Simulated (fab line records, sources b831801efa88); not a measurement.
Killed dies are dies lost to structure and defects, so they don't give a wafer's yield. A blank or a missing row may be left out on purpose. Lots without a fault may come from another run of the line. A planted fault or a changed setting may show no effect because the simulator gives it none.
fab line records | flow sky130
record lots=24 wafers=72 last_day=52
route steps=708 shown LDD_HVN@274 POLY_CUT@317 SD_P@330 LOCAL_INTERCONNECT@402 CONTACT@411
lots that met no fault: from a run of the same line without faults
start_h: hours from the record's first day to the start of the lot's first wafer shown | wait_h: hours since the lot's step before | " the same as in the row above | L1.1+2: a row that stands for several wafers | - no value, or no start given | * or withheld: withheld | < > ~ a bound
route shown NAME@n: a module of which the file shows steps, and the number in the route of the first | usual: mean/standard deviation of fault-free wafers | same: alike in all rows | chamber/n: place in a boat | sites: the reading at each site | _std_site: their standard deviation | _edge_site: outer sites' mean less inner sites' | radius_mm: how far each site lies from the wafer's centre | mask NAME#n: copy n | behind: the tool/chamber that last shaped the wafer | hold: why the lot was held/for how many hours/how that ended | device: the transistor (n, p or np) that didn't switch | end of line: the same wafers' tests at the end of the route | a step without rows: its recipe alone | killed: dies lost to structure and defects at the first sort, not the wafer's yield | map: a wafer's dies, x killed, . not, _ none there
set.NAME: the setting as run; set.NAME@STEP: as run at that earlier step | model.NAME: the simulator's own value behind a step, which no gauge read
steps of the route over a sample of lots; a table a step, a row a wafer
services: from which hour (start_h, from the record's first day; less than 0 if before it) a tool's chamber was out of use, for how many hours, and why
## steps
# step SKY_LDD_HVN_OVL_MEAS_07
# usual LDD_HVN_OVL=0.3/1.2
# columns lot.wafer tool chamber start_h wait_h LDD_HVN_OVL[nm]
L074.1 overlay-02 - 475.19 0.1 -1.0
L074.4 " - " " -1.6
L074.5 " - " " 0.6
L075.2 overlay-01 - 481.70 0.1 0.3
L075.3 " - " " -0.2
L075.4 " - " " 0.0
L076.4 overlay-01 - 496.31 0.1 0.9
L076.5 " - " " 0.7
L076.6 " - " " 0.8
L077.3 overlay-01 - 515.25 0.1 -0.3
L077.4 " - " " 0.7
L077.6 " - " " 0.4
L078.4 overlay-02 - 524.56 0.1 -0.3
L078.5 " - " " -0.6
L078.6 " - " " 0.8
L079.1 overlay-01 - 528.94 0.1 -1.6
L079.3 " - " " 1.4
L079.4 " - " " -1.8
L080.1 overlay-02 - 539.69 0.1 0.6
L080.2 " - " " 3.6
L080.5 " - " " 1.4
L081.1 overlay-02 - 547.39 0.1 -1.2
L081.2 " - " " 0.0
L081.6 " - " " 1.0
L082.1 overlay-02 - 554.59 0.1 1.7
L082.2 " - " " -0.1
L082.5 " - " " 1.0
L083.1 overlay-02 - 564.34 0.1 -0.3
L083.5 " - " " 1.0
L083.6 " - " " 0.4
L084.1 overlay-01 - 579.79 0.1 -1.8
L084.3 " - " " -1.1
L084.5 " - " " -0.8
L085.1 overlay-02 - 587.19 0.1 0.2
L085.3 " - " " -0.5
L085.4 " - " " 1.2
L086.2 overlay-01 - 592.30 0.1 -0.7
L086.3 " - " " -1.3
L086.4 " - " " 0.2
L087.4 overlay-02 - 604.46 0.1 -0.3
L087.5 " - " " 0.5
L087.6 " - " " 1.6
L088.1 overlay-02 - 611.79 0.1 -0.4
L088.2 " - " " 0.9
L088.5 " - " " 1.4
L089.1 overlay-01 - 618.19 0.1 -1.0
L089.4 " - " " 2.2
L089.6 " - " " 1.2
L090.1 overlay-01 - 630.49 0.1 0.9
L090.2 " - " " -1.0
L090.6 " - " " 0.2
L091.1 overlay-01 - 645.14 0.1 -0.6
L091.2 " - " " 0.2
L091.5 " - " " 0.3
L093.1 overlay-01 - 654.34 0.1 2.9
L093.2 " - " " 1.9
L093.5 " - " " 0.6
L092.2 overlay-01 - 655.65 0.1 1.5
L092.4 " - " " 1.1
L092.5 " - " " 0.7
L094.1 overlay-02 - 661.54 0.1 -0.5
L094.4 " - " " -0.6
L094.5 " - " " -2.3
L095.2 overlay-02 - 672.60 0.1 1.5
L095.3 " - " " 0.3
L095.6 " - " " 0.3
L096.2 overlay-02 - 674.30 0.1 0.8
L096.3 " - " " 1.0
L096.6 " - " " 1.5
L097.1 overlay-01 - 684.64 0.1 -1.0
L097.3 " - " " -1.2
L097.6 " - " " -1.8
# step SKY_POLY_CUT_ETCH_10
# recipe chemistry=N2/H2 target=BARC ion_energy_ev=200 source_w=500 bias_w=100 pressure_mtorr=30 n2_flow_sccm=100 h2_flow_sccm=200 stop_on=SiO2 time_s=45.9 target_depth_a=600
# usual drypump_motor_current_A=5.75/0.26 oes_product_au=0.855/0.0049 rf_fwd_power_W=494.9/2.1 throttle_valve_pct=13.225/0.0087
# columns lot.wafer tool chamber start_h wait_h drypump_motor_current_A oes_product_au rf_fwd_power_W rf_hours_counter_h throttle_valve_pct
L074.1 rie_diel-03 1 576.10 0.0 5.99 0.855 495.8 8 13.221
L074.4 " 3 " " 5.88 0.857 493.2 54 13.229
L074.5 " 1 " " 5.98 0.855 497.5 - 13.226
L075.2 rie_diel-03 1 582.60 0.0 5.98 0.857 496.5 8 13.232
L075.3 " 2 " " 5.64 0.854 493.8 71 13.239
L075.4 " 0 " " 5.69 0.849 490.4 76 13.220
L076.4 rie_diel-03 3 598.52 0.0 5.90 0.851 492.6 - 13.225
L076.5 " 1 " " 5.98 0.856 499.2 - 13.241
L076.6 " 2 " " 5.62 0.864 494.7 - 13.224
L077.3 rie_diel-02 3 614.60 0.0 5.52 0.854 496.7 10 13.226
L077.4 " 0 " " 5.54 0.843 497.5 20 13.227
L077.6 " 2 " " 6.20 0.847 497.2 - 13.210
L078.4 rie_diel-03 3 624.42 0.0 5.90 0.860 491.2 - 13.231
L078.5 " 1 " " 5.99 0.855 497.3 - 13.221
L078.6 " 0 " " 5.73 0.862 490.9 - 13.214
L079.1 rie_diel-02 3 627.75 0.0 5.50 0.857 497.3 11 13.233
L079.3 " 2 " " 6.21 0.860 494.9 65 13.234
L079.4 " 0 " " 5.55 0.852 496.6 20 13.233
L080.1 rie_diel-04 2 636.60 0.0 5.73 0.863 495.9 12 13.214
L080.2 " 0 " " 5.46 0.862 496.4 11 13.219
L080.5 " 1 " " 6.33 0.846 496.2 - 13.219
L081.1 rie_diel-03 0 643.60 0.0 5.71 0.857 493.9 1 13.226
L081.2 " 2 " " 5.62 0.856 496.2 0 13.226
L081.6 " 3 " " 5.90 0.856 493.3 - 13.234
L082.1 rie_diel-03 3 650.90 0.0 5.89 0.853 493.8 55 13.233
L082.2 " 2 " " 5.61 0.857 494.9 0 13.228
L082.5 " 0 " " 5.73 0.853 491.1 - 13.229
L083.1 rie_diel-02 0 658.65 0.0 5.53 0.860 497.5 21 13.230
L083.5 " 1 " " 5.35 0.861 494.2 - 13.233
L083.6 " 0 " " 5.53 0.848 496.8 - 13.213
L084.1 rie_diel-02 0 670.25 0.0 5.55 0.852 494.7 21 13.231
L084.3 " 1 " " 5.40 0.861 492.9 - 13.221
L084.5 " 1 " " 5.36 0.846 493.8 - 13.220
L085.1 rie_diel-03 3 682.00 0.0 5.91 0.851 494.6 56 13.223
L085.3 " 2 " " 5.60 0.859 495.3 1 13.216
L085.4 " 0 " " 5.72 0.850 492.3 1 13.218
L086.2 rie_diel-03 2 685.15 0.0 5.62 0.860 493.0 1 13.215
L086.3 " 3 " " 5.87 0.853 493.6 56 13.236
L086.4 " 0 " " 5.73 0.849 490.8 1 13.229
L087.4 rie_diel-02 0 694.05 0.0 5.54 0.850 496.3 22 13.230
L087.5 " 3 " " 5.50 0.855 495.8 - 13.221
L087.6 " 2 " " 6.22 0.862 496.1 - 13.214
L088.1 rie_diel-03 1 700.75 0.0 5.97 0.851 493.6 11 13.233
L088.2 " 2 " " 5.61 0.860 494.9 1 13.238
L088.5 " 2 " " 5.61 0.866 493.9 - 13.250
L089.1 rie_diel-03 1 706.35 0.0 5.98 0.855 497.6 11 13.202
L089.4 " 1 " " 5.98 0.849 495.7 - 13.226
L089.6 " 0 " " 5.72 0.849 489.4 - 13.213
L090.1 rie_diel-04 3 719.25 0.0 6.15 0.863 495.4 8 13.221
L090.2 " 2 " " 5.72 0.864 496.6 14 13.224
L090.6 " 2 " " 5.74 0.852 497.0 - 13.233
L091.1 rie_diel-03 1 733.76 0.0 5.98 0.857 495.0 12 13.221
L091.2 " 3 " " 5.88 0.852 492.9 1 13.226
L091.5 " 1 " " 6.00 0.855 495.2 - 13.225
L093.1 rie_diel-03 3 742.61 0.0 5.89 0.864 493.6 1 13.222
L093.2 " 1 " " 5.98 0.855 496.4 12 13.227
L093.5 " 3 " " 5.89 0.856 493.1 - 13.220
L092.2 rie_diel-02 0 744.90 0.0 5.54 0.850 492.6 23 13.212
L092.4 " 2 " " 6.23 0.851 497.9 2 13.216
L092.5 " 0 " " 5.53 0.850 494.2 - 13.222
L094.1 rie_diel-03 1 749.56 0.0 5.97 0.852 495.9 12 13.238
L094.4 " 0 " " 5.72 0.855 491.7 3 13.225
L094.5 " 2 " " 5.61 0.857 495.6 - 13.233
L095.2 rie_diel-04 0 759.66 0.0 5.45 0.857 494.2 12 13.221
L095.3 " 2 " " 5.74 0.855 499.2 14 13.227
L095.6 " 3 " " 6.15 0.855 496.4 - 13.206
L096.2 rie_diel-02 0 764.85 0.0 5.55 0.861 495.9 24 13.219
L096.3 " 1 " " 5.39 0.853 493.3 14 13.223
L096.6 " 3 " " 5.49 0.856 495.5 - 13.218
L097.1 rie_diel-02 1 772.95 0.0 5.39 0.857 493.7 14 13.230
L097.3 " 2 " " 6.20 0.852 494.4 2 13.228
L097.6 " 1 " " 5.37 0.858 495.3 - 13.210
# step SKY_POLY_CUT_ETCH_11
# recipe target=Si3N4 chemistry=CF4/CH2F2/Ar stop_on=poly-Si source_w=600 bias_w=150 pressure_mtorr=40 cf4_flow_sccm=40 ch2f2_flow_sccm=20 Ar_flow_sccm=150 time_s=42.5 target_depth_a=600
# usual drypump_motor_current_A=5.75/0.26 oes_product_au=0.830/0.0066 rf_fwd_power_W=593.6/2.7 throttle_valve_pct=14.993/0.0083
# columns lot.wafer tool chamber start_h wait_h drypump_motor_current_A oes_product_au rf_fwd_power_W rf_hours_counter_h throttle_valve_pct
L074.1 rie_diel-03 1 576.15 0.0 5.99 0.832 593.4 8 14.996
L074.4 " 3 " " 5.84 0.826 591.7 54 14.988
L074.5 " 1 " " 5.97 0.835 595.9 - 14.978
L075.2 rie_diel-03 1 582.65 0.0 5.97 0.823 595.5 8 14.988
L075.3 " 2 " " 5.62 0.828 594.2 71 14.997
L075.4 " 0 " " 5.70 0.820 587.6 76 14.984
L076.4 rie_diel-03 3 598.56 0.0 5.89 0.831 590.1 - 14.992
L076.5 " 1 " " 5.99 0.830 597.8 - 14.993
L076.6 " 2 " " 5.61 0.822 594.0 - 14.981
L077.3 rie_diel-02 3 614.65 0.0 5.48 0.834 594.6 10 14.980
L077.4 " 0 " " 5.53 0.831 592.9 20 14.992
L077.6 " 2 " " 6.19 0.826 593.1 - 14.978
L078.4 rie_diel-03 3 624.46 0.0 5.86 0.823 594.4 - 14.994
L078.5 " 1 " " 6.00 0.821 595.6 - 14.996
L078.6 " 0 " " 5.72 0.825 590.9 - 14.999
L079.1 rie_diel-02 3 627.79 0.0 5.49 0.839 595.0 11 14.982
L079.3 " 2 " " 6.19 0.831 599.1 65 14.992
L079.4 " 0 " " 5.55 0.831 594.1 20 14.997
L080.1 rie_diel-04 2 636.64 0.0 5.75 0.829 597.8 12 14.993
L080.2 " 0 " " 5.42 0.830 590.3 11 15.008
L080.5 " 1 " " 6.31 0.839 595.5 - 15.000
L081.1 rie_diel-03 0 643.64 0.0 5.70 0.830 591.4 1 14.994
L081.2 " 2 " " 5.62 0.834 589.5 0 14.975
L081.6 " 3 " " 5.90 0.828 590.8 - 14.986
L082.1 rie_diel-03 3 650.95 0.0 5.87 0.835 593.2 55 14.982
L082.2 " 2 " " 5.61 0.825 594.1 0 15.005
L082.5 " 0 " " 5.69 0.831 586.5 - 14.992
L083.1 rie_diel-02 0 658.70 0.0 5.52 0.837 593.1 21 15.002
L083.5 " 1 " " 5.37 0.829 592.7 - 14.996
L083.6 " 0 " " 5.52 0.839 594.5 - 15.012
L084.1 rie_diel-02 0 670.32 0.0 5.54 0.826 591.5 21 14.994
L084.3 " 1 " " 5.38 0.820 593.6 - 14.973
L084.5 " 1 " " 5.33 0.833 592.9 - 14.990
L085.1 rie_diel-03 3 682.04 0.0 5.86 0.815 589.5 56 15.006
L085.3 " 2 " " 5.60 0.826 591.8 1 14.985
L085.4 " 0 " " 5.72 0.822 593.0 1 14.991
L086.2 rie_diel-03 2 685.19 0.0 5.60 0.833 596.9 1 14.996
L086.3 " 3 " " 5.87 0.830 590.9 56 15.008
L086.4 " 0 " " 5.73 0.837 586.8 2 14.986
L087.4 rie_diel-02 0 694.09 0.0 5.55 0.826 595.3 22 14.994
L087.5 " 3 " " 5.48 0.817 593.6 - 15.009
L087.6 " 2 " " 6.22 0.824 597.4 - 14.993
L088.1 rie_diel-03 1 700.79 0.0 5.99 0.828 595.9 11 14.989
L088.2 " 2 " " 5.60 0.829 597.2 1 14.996
L088.5 " 2 " " 5.59 0.827 593.9 - 14.997
L089.1 rie_diel-03 1 706.39 0.0 5.97 0.834 598.6 11 15.000
L089.4 " 1 " " 5.98 0.831 595.4 - 14.980
L089.6 " 0 " " 5.69 0.825 588.1 - 14.995
L090.1 rie_diel-04 3 719.29 0.0 6.17 0.832 597.0 8 14.997
L090.2 " 2 " " 5.72 0.836 595.5 14 14.990
L090.6 " 2 " " 5.74 0.838 594.8 - 14.980
L091.1 rie_diel-03 1 733.80 0.0 5.98 0.837 595.3 12 14.983
L091.2 " 3 " " 5.90 0.839 589.2 1 15.006
L091.5 " 1 " " 5.96 0.834 597.1 - 15.005
L093.1 rie_diel-03 3 742.65 0.0 5.90 0.841 590.8 1 14.994
L093.2 " 1 " " 6.00 0.840 593.5 12 14.982
L093.5 " 3 " " 5.89 0.838 592.9 - 14.998
L092.2 rie_diel-02 0 744.94 0.0 5.53 0.828 594.2 23 14.997
L092.4 " 2 " " 6.23 0.835 597.7 2 15.002
L092.5 " 0 " " 5.54 0.834 594.1 - 15.001
L094.1 rie_diel-03 1 749.60 0.0 5.97 0.823 595.2 12 14.989
L094.4 " 0 " " 5.71 0.821 586.0 3 14.990
L094.5 " 2 " " 5.60 0.827 594.5 - 14.999
L095.2 rie_diel-04 0 759.70 0.0 5.46 0.829 593.8 12 14.981
L095.3 " 2 " " 5.72 0.834 597.8 14 14.980
L095.6 " 3 " " 6.13 0.832 596.3 - 14.993
L096.2 rie_diel-02 0 764.89 0.0 5.54 0.837 595.9 24 14.979
L096.3 " 1 " " 5.38 0.835 591.5 14 14.995
L096.6 " 3 " " 5.47 0.830 590.1 - 14.991
L097.1 rie_diel-02 1 772.99 0.0 5.34 0.832 595.1 14 14.994
L097.3 " 2 " " 6.17 0.833 596.1 2 15.003
L097.6 " 1 " " 5.34 0.834 595.6 - 14.996
# step SKY_SD_P_STRIP_10
# recipe chemistry=O2/N2 power_w=1400 pressure_mtorr=1500 platen_temp_c=withheld o2_flow_sccm=3000 n2_flow_sccm=300 overash_fraction=0.5
# usual drypump_motor_current_A=5.8/0.49 o2_flow_sccm=3001/9.4 oes_product_au=0.618/0.0044 strip_time_to_endpoint_s=17.49/0.032
# columns lot.wafer tool chamber start_h wait_h drypump_motor_current_A o2_flow_sccm oes_product_au rf_hours_counter_h strip_time_to_endpoint_s
L074.1 plasma_asher-02 1 608.15 0.1 6.0 3012 0.614 83 17.51
L074.4 " 1 " " 6.0 3011 0.622 - 17.49
L074.5 " 1 " " 6.0 3015 0.615 - 17.51
L075.2 plasma_asher-02 0 613.80 0.1 5.5 2987 0.621 83 17.55
L075.3 " 0 " " 5.6 3013 0.623 - 17.49
L075.4 " 1 " " 6.0 2996 0.616 - 17.48
L076.4 plasma_asher-02 1 628.23 0.1 6.0 2981 0.616 - 17.48
L076.5 " 1 " " 6.0 3001 0.623 - 17.53
L076.6 " 0 " " 5.6 2999 0.618 - 17.50
L077.3 plasma_asher-01 1 643.98 0.1 6.0 2998 0.610 - 17.47
L077.4 " 0 " " 5.8 3010 0.617 - 17.46
L077.6 " 0 " " 5.8 3011 0.619 - 17.46
L078.4 plasma_asher-03 0 653.63 0.1 4.9 3017 0.615 - 17.44
L078.5 " 1 " " 6.7 2987 0.616 - 17.46
L078.6 " 0 " " 5.0 3009 0.617 - 17.49
L079.1 plasma_asher-02 1 657.50 0.1 6.0 3008 0.613 88 17.56
L079.3 " 1 " " 6.0 3010 0.617 - 17.52
L079.4 " 0 " " 5.5 3018 0.619 - 17.50
L080.1 plasma_asher-03 0 664.50 0.1 5.0 2977 0.611 23 17.56
L080.2 " 1 " " 6.7 3001 0.624 23 17.46
L080.5 " 1 " " 6.7 2999 0.623 - 17.49
L081.1 plasma_asher-02 0 673.05 0.1 5.6 2991 0.619 89 17.48
L081.2 " 1 " " 6.0 3005 0.624 89 17.50
L081.6 " 0 " " 5.5 2998 0.612 - 17.49
L082.1 plasma_asher-01 0 679.15 0.1 5.8 3013 0.628 81 17.44
L082.2 " 1 " " 6.1 3002 0.612 81 17.49
L082.5 " 0 " " 5.8 3003 0.611 - 17.45
L083.1 plasma_asher-03 1 688.40 0.1 6.7 3004 0.614 25 17.53
L083.5 " 1 " " 6.7 2989 0.614 - 17.47
L083.6 " 0 " " 5.0 2984 0.625 - 17.50
L084.1 plasma_asher-02 1 699.15 0.1 6.0 2988 0.619 92 17.51
L084.3 " 1 " " 6.0 3012 0.611 - 17.51
L084.5 " 0 " " 5.6 2991 0.631 - 17.53
L085.1 plasma_asher-03 1 711.00 0.1 6.7 2996 0.615 26 17.49
L085.3 " 0 " " 5.0 2994 0.618 - 17.52
L085.4 " 1 " " 6.7 2985 0.624 - 17.51
L086.2 plasma_asher-03 1 714.00 0.1 6.7 3002 0.612 27 17.46
L086.3 " 0 " " 5.0 2998 0.614 - 17.53
L086.4 " 1 " " 6.7 2995 0.618 - 17.49
L087.4 plasma_asher-01 1 723.23 0.1 6.0 2998 0.621 - 17.49
L087.5 " 0 " " 5.8 2995 0.620 - 17.53
L087.6 " 1 " " 6.0 3013 0.612 - 17.49
L088.1 plasma_asher-02 1 728.85 0.1 6.0 2999 0.615 95 17.51
L088.2 " 0 " " 5.6 3010 0.617 95 17.54
L088.5 " 0 " " 5.6 3013 0.618 - 17.49
L089.1 plasma_asher-01 0 734.40 0.1 5.8 2976 0.617 86 17.48
L089.4 " 0 " " 5.8 2997 0.619 - 17.47
L089.6 " 0 " " 5.8 3002 0.626 - 17.41
L090.1 plasma_asher-01 1 747.70 0.1 6.1 3012 0.619 88 17.50
L090.2 " 0 " " 5.8 2990 0.617 88 17.48
L090.6 " 0 " " 5.8 2998 0.616 - 17.51
L091.1 plasma_asher-01 0 762.90 0.1 5.8 2989 0.617 90 17.50
L091.2 " 1 " " 6.0 3010 0.618 90 17.43
L091.5 " 1 " " 6.0 2998 0.620 - 17.48
L093.1 plasma_asher-01 1 771.20 0.1 6.1 3003 0.617 91 17.47
L093.2 " 0 " " 5.8 3006 0.611 91 17.48
L093.5 " 0 " " 5.8 3017 0.619 - 17.48
L092.2 plasma_asher-02 1 774.30 0.1 6.0 3017 0.620 4 17.53
L092.4 " 1 " " 6.0 3003 0.621 - 17.54
L092.5 " 0 " " 5.6 3001 0.622 - 17.50
L094.1 plasma_asher-03 1 779.00 0.1 6.7 2992 0.620 33 17.44
L094.4 " 0 " " 5.0 2996 0.614 - 17.44
L094.5 " 1 " " 6.6 2996 0.613 - 17.52
L095.2 plasma_asher-03 0 789.23 0.1 5.0 3017 0.621 34 17.45
L095.3 " 0 " " 5.0 3008 0.621 - 17.49
L095.6 " 0 " " 5.0 2997 0.622 - 17.43
L096.2 plasma_asher-02 1 793.40 0.1 6.0 2986 0.610 5 17.48
L096.3 " 1 " " 6.0 3002 0.617 - 17.47
L096.6 " 0 " " 5.6 2984 0.622 - 17.50
L097.1 plasma_asher-02 1 801.05 0.1 6.0 3001 0.609 6 17.49
L097.3 " 0 " " 5.5 2994 0.615 - 17.50
L097.6 " 0 " " 5.5 3000 0.617 - 17.47
# step SKY_LOCAL_INTERCONNECT_STRIP_15
# recipe chemistry=O2/N2 power_w=1400 pressure_mtorr=1500 platen_temp_c=withheld o2_flow_sccm=3000 n2_flow_sccm=300 overash_fraction=0.5
# usual drypump_motor_current_A=5.9/0.48 o2_flow_sccm=3000/8.9 oes_product_au=0.428/0.0047 strip_time_to_endpoint_s=4.741/0.021
# columns lot.wafer tool chamber start_h wait_h drypump_motor_current_A o2_flow_sccm oes_product_au rf_hours_counter_h strip_time_to_endpoint_s
L074.1 plasma_asher-01 0 726.46 0.0 5.8 3000 0.420 86 4.730
L074.4 " 1 " " 6.1 3007 0.431 - 4.766
L074.5 " 0 " " 5.8 3009 0.423 - 4.776
L075.2 plasma_asher-02 1 731.46 0.0 6.0 3000 0.426 96 4.732
L075.3 " 0 " " 5.6 3009 0.430 - 4.770
L075.4 " 1 " " 6.0 3012 0.430 - 4.742
L076.4 plasma_asher-02 0 747.05 0.1 5.6 2992 0.426 - 4.735
L076.5 " 1 " " 6.0 2997 0.430 - 4.738
L076.6 " 0 " " 5.6 3001 0.432 - 4.746
L077.3 plasma_asher-02 0 763.50 0.1 5.6 2999 0.423 - 4.745
L077.4 " 1 " " 6.0 2989 0.424 - 4.732
L077.6 " 1 " " 6.0 2985 0.429 - 4.784
L078.4 plasma_asher-03 0 771.20 0.1 5.0 2992 0.427 - 4.766
L078.5 " 0 " " 5.0 2995 0.432 - 4.749
L078.6 " 1 " " 6.7 3012 0.421 - 4.733
L079.1 plasma_asher-01 1 776.26 0.0 6.0 2990 0.425 91 4.731
L079.3 " 0 " " 5.8 3010 0.426 - 4.723
L079.4 " 1 " " 6.0 2997 0.433 - 4.753
L080.1 plasma_asher-01 0 782.86 0.0 5.8 3004 0.427 92 4.707
L080.2 " 1 " " 6.0 2987 0.434 92 4.738
L080.5 " 0 " " 5.8 3000 0.421 - 4.702
L081.1 plasma_asher-03 0 790.73 0.1 5.0 2998 0.423 34 4.718
L081.2 " 1 " " 6.6 3015 0.421 34 4.723
L081.6 " 1 " " 6.7 3017 0.429 - 4.745
L082.1 plasma_asher-03 1 796.21 0.0 6.7 2986 0.420 35 4.752
L082.2 " 0 " " 4.9 3009 0.430 35 4.780
L082.5 " 0 " " 5.0 3000 0.426 - 4.786
L083.1 plasma_asher-01 1 809.01 0.0 6.0 3008 0.423 93 4.752
L083.5 " 1 " " 6.0 3009 0.428 - 4.740
L083.6 " 0 " " 5.8 3013 0.429 - 4.753
L084.1 plasma_asher-01 1 815.61 0.0 6.0 2990 0.428 94 4.765
L084.3 " 1 " " 6.0 2983 0.437 - 4.727
L084.5 " 0 " " 5.8 2994 0.428 - 4.771
L085.1 plasma_asher-02 1 829.33 0.1 6.0 3005 0.428 9 4.755
L085.3 " 0 " " 5.6 3001 0.427 - 4.745
L085.4 " 1 " " 6.0 2999 0.430 - 4.737
L086.2 plasma_asher-01 1 830.36 0.0 6.1 2994 0.431 95 4.706
L086.3 " 0 " " 5.8 2999 0.431 - 4.752
L086.4 " 1 " " 6.0 3003 0.423 - 4.694
L087.4 plasma_asher-03 1 842.05 0.1 6.7 2993 0.429 - 4.768
L087.5 " 1 " " 6.7 2984 0.423 - 4.740
L087.6 " 0 " " 5.0 3005 0.435 - 4.772
L088.1 plasma_asher-01 0 847.81 0.0 5.8 2993 0.427 97 4.748
L088.2 " 1 " " 6.0 3002 0.427 97 4.727
L088.5 " 1 " " 6.0 2987 0.428 - 4.757
L089.1 plasma_asher-01 0 852.76 0.0 5.8 2993 0.430 98 4.744
L089.4 " 1 " " 6.0 3010 0.432 - 4.737
L089.6 " 0 " " 5.8 3007 0.436 - 4.749
L090.1 plasma_asher-02 1 865.81 0.0 6.0 2987 0.423 13 4.703
L090.2 " 0 " " 5.6 3001 0.418 13 4.732
L090.6 " 1 " " 6.0 2997 0.429 - 4.679
L091.1 plasma_asher-03 1 880.16 0.0 6.7 2985 0.428 44 4.724
L091.2 " 0 " " 5.0 2993 0.428 44 4.739
L091.5 " 1 " " 6.7 2991 0.417 - 4.720
L093.1 plasma_asher-03 0 889.56 0.0 5.0 3007 0.438 45 4.750
L093.2 " 1 " " 6.7 3007 0.422 45 4.778
L093.5 " 1 " " 6.7 2997 0.439 - 4.725
L092.2 plasma_asher-02 1 890.91 0.0 6.0 2984 0.422 16 4.708
L092.4 " 0 " " 5.6 2993 0.428 - 4.748
L092.5 " 1 " " 6.0 2995 0.424 - 4.721
L094.1 plasma_asher-01 1 896.71 0.0 6.1 3004 0.423 102 4.735
L094.4 " 1 " " 6.0 3014 0.435 - 4.732
L094.5 " 0 " " 5.8 3011 0.429 - 4.757
L095.2 plasma_asher-02 1 906.86 0.0 6.0 2991 0.436 16 4.722
L095.3 " 1 " " 6.0 3005 0.429 - 4.772
L095.6 " 1 " " 6.0 2999 0.429 - 4.746
L096.2 plasma_asher-03 0 912.46 0.0 5.0 2999 0.435 47 4.755
L096.3 " 1 " " 6.7 2993 0.428 - 4.768
L096.6 " 1 " " 6.7 2993 0.424 - 4.769
L097.1 plasma_asher-01 0 919.36 0.0 5.8 3005 0.422 105 4.733
L097.3 " 0 " " 5.8 2986 0.421 - 4.740
L097.6 " 0 " " 5.8 2996 0.432 - 4.750
# step SKY_CONTACT_BOW_MEAS_05
# recipe mode=bow
# usual CONTACT_BOW=81/7.1
# columns lot.wafer tool chamber start_h wait_h CONTACT_BOW[um]
L074.1 film_metro-01 - 727.58 0.2 82
L074.4 " - " " 84
L074.5 " - " " 85
L075.2 film_metro-03 - 732.64 0.3 73
L075.3 " - " " 89
L075.4 " - " " 81
L076.4 film_metro-01 - 748.36 0.2 67
L076.5 " - " " 81
L076.6 " - " " 90
L077.3 film_metro-03 - 764.66 0.2 76
L077.4 " - " " 83
L077.6 " - " " 87
L078.4 film_metro-01 - 772.40 0.3 89
L078.5 " - " " 73
L078.6 " - " " 84
L079.1 film_metro-02 - 778.68 0.1 78
L079.3 " - " " 93
L079.4 " - " " 78
L080.1 film_metro-02 - 783.99 0.2 92
L080.2 " - " " 83
L080.5 " - " " 76
L081.1 film_metro-01 - 791.84 0.2 81
L081.2 " - " " 79
L081.6 " - " " 70
L082.1 film_metro-03 - 797.33 0.2 69
L082.2 " - " " 65
L082.5 " - " " 80
L083.1 film_metro-02 - 810.25 0.2 76
L083.5 " - " " 95
L083.6 " - " " 83
L084.1 film_metro-03 - 816.77 0.1 86
L084.3 " - " " 76
L084.5 " - " " 80
L085.1 film_metro-03 - 830.44 0.1 74
L085.3 " - " " 78
L085.4 " - " " 69
L086.2 film_metro-01 - 831.50 0.3 88
L086.3 " - " " 74
L086.4 " - " " 84
L087.4 film_metro-03 - 843.19 0.3 82
L087.5 " - " " 93
L087.6 " - " " 71
L088.1 film_metro-02 - 848.94 0.2 91
L088.2 " - " " 82
L088.5 " - " " 76
L089.1 film_metro-02 - 853.89 0.1 85
L089.4 " - " " 84
L089.6 " - " " 86
L090.1 film_metro-02 - 866.95 0.2 84
L090.2 " - " " 81
L090.6 " - " " 79
L091.1 film_metro-02 - 881.29 0.1 82
L091.2 " - " " 85
L091.5 " - " " 81
L093.1 film_metro-02 - 890.68 0.2 102
L093.2 " - " " 77
L093.5 " - " " 89
L092.2 film_metro-03 - 892.05 0.2 73
L092.4 " - " " 80
L092.5 " - " " 72
L094.1 film_metro-03 - 897.87 0.2 83
L094.4 " - " " 93
L094.5 " - " " 80
L095.2 film_metro-03 - 908.01 0.2 79
L095.3 " - " " 76
L095.6 " - " " 83
L096.2 film_metro-01 - 913.63 0.2 79
L096.3 " - " " 84
L096.6 " - " " 91
L097.1 film_metro-03 - 920.51 0.1 80
L097.3 " - " " 90
L097.6 " - " " 86
## services
# columns tool chamber start_h hours kind
rie_diel-03 3 564.55 1.2 repair
plasma_asher-02 - 577.84 0.8 repair
rie_diel-02 - 595.75 2.8 pm
rie_diel-02 - 605.09 2.4 repair
rie_diel-03 - 606.28 14.6 pm
rie_diel-02 1 614.88 6.6 repair
rie_diel-02 2 619.98 4.3 repair
rie_diel-03 1 634.45 9.2 repair
rie_diel-02 3 669.69 7.1 repair
plasma_asher-01 - 675.30 3.6 repair
plasma_asher-01 - 679.46 0.8 repair
plasma_asher-03 - 695.54 9.1 repair
rie_diel-03 - 724.88 1.0 repair
plasma_asher-01 - 727.02 2.4 repair
plasma_asher-02 - 733.75 9.0 pm
rie_diel-03 - 771.36 0.4 repair
plasma_asher-01 - 789.96 15.6 pm
rie_diel-03 - 805.78 15.6 pm
rie_diel-02 - 832.54 14.6 pm
rie_diel-03 2 833.64 9.0 repair
rie_diel-02 - 859.71 0.4 repair
rie_diel-03 0 880.72 6.2 repair
rie_diel-02 2 892.22 7.5 repair
plasma_asher-02 - 894.68 10.7 repair
## key
fault none
